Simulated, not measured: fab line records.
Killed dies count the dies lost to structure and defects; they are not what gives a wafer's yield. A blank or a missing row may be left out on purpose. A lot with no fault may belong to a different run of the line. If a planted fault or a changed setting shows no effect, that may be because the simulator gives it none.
What tool caused it? :: flow sky130 :: 13 lots, 39 wafers sampled, at 5 steps of a route of 708

## WHAT THE GAUGES READ, wafer by wafer
SKY_SONOS_ONO_THK_MEAS_01.
lot: L922
measured: day 11 06:53
on: film metro-04
SONOS_ONO_OXIDATION_THK (nm): 2.65 2.67 2.59

lot: L923
measured: day 11 23:07
on: film metro-02
SONOS_ONO_OXIDATION_THK (nm): 2.56 2.57 2.54

lot: L925
measured: day 12 10:49
on: film metro-01
SONOS_ONO_OXIDATION_THK (nm): 2.58 2.61 2.55

lot: L926
measured: day 12 19:14
on: film metro-02
SONOS_ONO_OXIDATION_THK (nm): 2.52 2.52 2.58

lot: L929
measured: day 13 22:34
on: film metro-01
SONOS_ONO_OXIDATION_THK (nm): 2.59 2.63 2.55

lot: L930
measured: day 14 04:02
on: film metro-01
SONOS_ONO_OXIDATION_THK (nm): 2.54 2.54 2.57

lot: L931
measured: day 14 15:59
on: film metro-02
SONOS_ONO_OXIDATION_THK (nm): 2.59 2.56 2.55

lot: L932
measured: day 14 20:59
on: film metro-01
SONOS_ONO_OXIDATION_THK (nm): 2.62 2.58 2.58

lot: L933
measured: day 15 01:51
on: film metro-02
SONOS_ONO_OXIDATION_THK (nm): 2.54 2.60 2.51

lot: L934
measured: day 15 10:44
on: film metro-02
SONOS_ONO_OXIDATION_THK (nm): 2.62 2.64 2.57

lot: L939
measured: day 16 23:47
on: film metro-01
SONOS_ONO_OXIDATION_THK (nm): 2.56 2.52 2.58

lot: L944
measured: day 18 16:44
on: film metro-04
SONOS_ONO_OXIDATION_THK (nm): 2.51 2.55 2.60

lot: L945
measured: day 19 03:47
on: film metro-02
SONOS_ONO_OXIDATION_THK (nm): 2.57 2.59 2.60

SKY_LDD_LDN_TW_MEAS_13.
lot: L922
measured: day 22 06:27
on: film metro-02
LDD_LDN_TW: 1502 1502 1506

lot: L923
measured: day 23 06:52
on: film metro-01
LDD_LDN_TW: 1489 1488 1486

lot: L925
measured: day 23 16:20
on: film metro-02
LDD_LDN_TW: 1507 1493 1497

lot: L926
measured: day 24 03:41
on: film metro-02
LDD_LDN_TW: 1475 1478 1487

lot: L929
measured: day 25 17:42
on: film metro-04
LDD_LDN_TW: 1506 1506 1500

lot: L930
measured: day 25 16:47
on: film metro-01
LDD_LDN_TW: 1480 1484 1485

lot: L931
measured: day 26 06:21
on: film metro-02
LDD_LDN_TW: 1480 1473 1478

lot: L932
measured: day 26 16:45
on: film metro-04
LDD_LDN_TW: 1506 1500 1510

lot: L933
measured: day 26 20:23
on: film metro-04
LDD_LDN_TW: 1496 1498 1495

lot: L934
measured: day 27 04:54
on: film metro-01
LDD_LDN_TW: 1492 1486 1494

lot: L939
measured: day 28 23:43
on: film metro-01
LDD_LDN_TW: 1585 1589 1588

lot: L944
measured: day 30 08:17
on: film metro-04
LDD_LDN_TW: 1606 1606 1605

lot: L945
measured: day 31 20:27
on: film metro-02
LDD_LDN_TW: 1478 1481 1490

SKY_LOCAL_INTERCONNECT_RS_MEAS_01: the measuring method here is four-point-probe.
lot: L922
measured: day 28 17:25
on: film metro-03
LOCAL_INTERCONNECT_TIN_RS (ohm/sq): 14.32 14.12 14.37

lot: L923
measured: day 29 14:54
on: film metro-01
LOCAL_INTERCONNECT_TIN_RS (ohm/sq): 13.72 13.77 13.85

lot: L925
measured: day 29 23:59
on: film metro-01
LOCAL_INTERCONNECT_TIN_RS (ohm/sq): 14.08 14.14 14.11

lot: L926
measured: day 30 10:14
on: film metro-01
LOCAL_INTERCONNECT_TIN_RS (ohm/sq): 14.04 14.13 14.20

lot: L929
measured: day 31 22:02
on: film metro-01
LOCAL_INTERCONNECT_TIN_RS (ohm/sq): 13.90 13.96 13.93

lot: L930
measured: day 31 18:56
on: film metro-01
LOCAL_INTERCONNECT_TIN_RS (ohm/sq): 14.33 14.07 14.23

lot: L931
measured: day 32 11:10
on: film metro-03
LOCAL_INTERCONNECT_TIN_RS (ohm/sq): 13.88 13.91 14.21

lot: L932
measured: day 32 19:29
on: film metro-03
LOCAL_INTERCONNECT_TIN_RS (ohm/sq): 14.11 14.04 14.16

lot: L933
measured: day 32 22:38
on: film metro-01
LOCAL_INTERCONNECT_TIN_RS (ohm/sq): 14.21 14.18 14.31

lot: L934
measured: day 33 06:20
on: film metro-01
LOCAL_INTERCONNECT_TIN_RS (ohm/sq): 14.05 14.08 14.23

lot: L939
measured: day 34 19:40
on: film metro-04
LOCAL_INTERCONNECT_TIN_RS (ohm/sq): 13.85 13.93 13.81

lot: L944
measured: day 36 07:40
on: film metro-01
LOCAL_INTERCONNECT_TIN_RS (ohm/sq): 14.29 14.03 14.21

lot: L945
measured: day 37 13:14
on: film metro-01
LOCAL_INTERCONNECT_TIN_RS (ohm/sq): 13.96 13.79 13.98

SKY_LOCAL_INTERCONNECT_CD_MEAS_11: target cd 170 nm.
lot: L922
measured: day 29 21:44
on: cd sem-02
cd nm (nm): 168.9 168.9 170.1

lot: L923
measured: day 30 18:01
on: cd sem-01
cd nm (nm): 171.5 169.2 171.4

lot: L925
measured: day 31 03:42
on: cd sem-02
cd nm (nm): 172.9 172.5 171.5

lot: L926
measured: day 31 14:12
on: cd sem-02
cd nm (nm): 167.4 167.8 169.9

lot: L929
measured: day 33 00:23
on: cd sem-02
cd nm (nm): 170.0 169.7 169.2

lot: L930
measured: day 32 22:13
on: cd sem-01
cd nm (nm): 168.2 169.4 168.7

lot: L931
measured: day 33 13:26
on: cd sem-02
cd nm (nm): 168.7 169.7 169.4

lot: L932
measured: day 33 22:08
on: cd sem-02
cd nm (nm): 169.6 169.6 169.2

lot: L933
measured: day 34 00:58
on: cd sem-02
cd nm (nm): 171.2 169.3 169.9

lot: L934
measured: day 34 09:08
on: cd sem-02
cd nm (nm): 171.8 170.5 170.5

lot: L939
measured: day 35 22:19
on: cd sem-01
cd nm (nm): 165.1 166.7 165.9

lot: L944
measured: day 37 09:25
on: cd sem-02
cd nm (nm): 172.6 172.5 172.4

lot: L945
measured: day 38 14:05
on: cd sem-02
cd nm (nm): 171.8 172.1 170.5

## TOOL THAT RAN EACH LOT (tool first, then ch and the chambers of the sampled wafers, then the start)
lot: L922
SKY_LDD_LDN_IMPLANT_10: implanter-03 ch 0, day 22 06:04

lot: L923
SKY_LDD_LDN_IMPLANT_10: implanter-03 ch 0, day 23 06:28

lot: L925
SKY_LDD_LDN_IMPLANT_10: implanter-01 ch 0, day 23 15:56

lot: L926
SKY_LDD_LDN_IMPLANT_10: implanter-04 ch 0, day 24 03:17

lot: L929
SKY_LDD_LDN_IMPLANT_10: implanter-01 ch 0, day 25 17:19

lot: L930
SKY_LDD_LDN_IMPLANT_10: implanter-04 ch 0, day 25 16:23

lot: L931
SKY_LDD_LDN_IMPLANT_10: implanter-01 ch 0, day 26 05:58

lot: L932
SKY_LDD_LDN_IMPLANT_10: implanter-03 ch 0, day 26 16:22

lot: L933
SKY_LDD_LDN_IMPLANT_10: implanter-03 ch 0, day 26 19:59

lot: L934
SKY_LDD_LDN_IMPLANT_10: implanter-03 ch 0, day 27 04:31

lot: L939
SKY_LDD_LDN_IMPLANT_10: implanter-04 ch 0, day 28 22:59

lot: L944
SKY_LDD_LDN_IMPLANT_10: implanter-01 ch 0, day 30 07:34

lot: L945
SKY_LDD_LDN_IMPLANT_10: implanter-03 ch 0, day 31 20:04
- SKY_LDD_LDN_IMPLANT_10

## AS READ BY THE TOOLS THEMSELVES (means over the sampled wafers that have a number; for cases with no such wafer, the mark the record gives instead)
SKY_LDD_LDN_IMPLANT_10.
lot: L922
tool: implanter-03
rotation deg (degrees): 202.99

lot: L923
tool: implanter-03
rotation deg (degrees): 202.97

lot: L925
tool: implanter-01
rotation deg (degrees): 203.04

lot: L926
tool: implanter-04
rotation deg (degrees): 203.05

lot: L929
tool: implanter-01
rotation deg (degrees): 202.99

lot: L930
tool: implanter-04
rotation deg (degrees): 203.03

lot: L931
tool: implanter-01
rotation deg (degrees): 202.98

lot: L932
tool: implanter-03
rotation deg (degrees): 202.97

lot: L933
tool: implanter-03
rotation deg (degrees): 203.00

lot: L934
tool: implanter-03
rotation deg (degrees): 202.98

lot: L939
tool: implanter-04
rotation deg (degrees): 203.01

lot: L944
tool: implanter-01
rotation deg (degrees): 202.99

lot: L945
tool: implanter-03
rotation deg (degrees): 203.00

## THE ANSWER, worked out from the rows above alone
Rule: what is usual is taken from the lots themselves. The widest of any qualifying gaps counts: lots, ordered by their means at a reading, are off when they make up no more than a third of the lots, leave a main group of 4 or more, and stand apart from it by 3 or more times the standard deviation of that group's means. If all means in a main group match to the digits the tables above print for the reading, that group is not used. A lot without any number at a reading at which 4 lots or more have one is off too. All remaining lots with rows at the step are treated as sound. Order of review: gauges by route order, followed by the tools' own readings, for which a lot's mean as printed above is used. The first step at which some lot is off is used, and at that step the reading that is off furthest; a lot without a number counts as furthest.
Off: L939, L944, at SKY_LDD_LDN_TW_MEAS_13 (LDD_LDN_TW). The main group: mean 1492, standard deviation 9.9.
If a tool, at a process step before that reading, ran all the lots that are off and no sound lot after the first of them, it fits. The gauges at SKY_LDD_LDN_TW_MEAS_13 are tried like those tools. None of those tried fits.

## WHAT WAS PUT IN BY THE SIMULATOR
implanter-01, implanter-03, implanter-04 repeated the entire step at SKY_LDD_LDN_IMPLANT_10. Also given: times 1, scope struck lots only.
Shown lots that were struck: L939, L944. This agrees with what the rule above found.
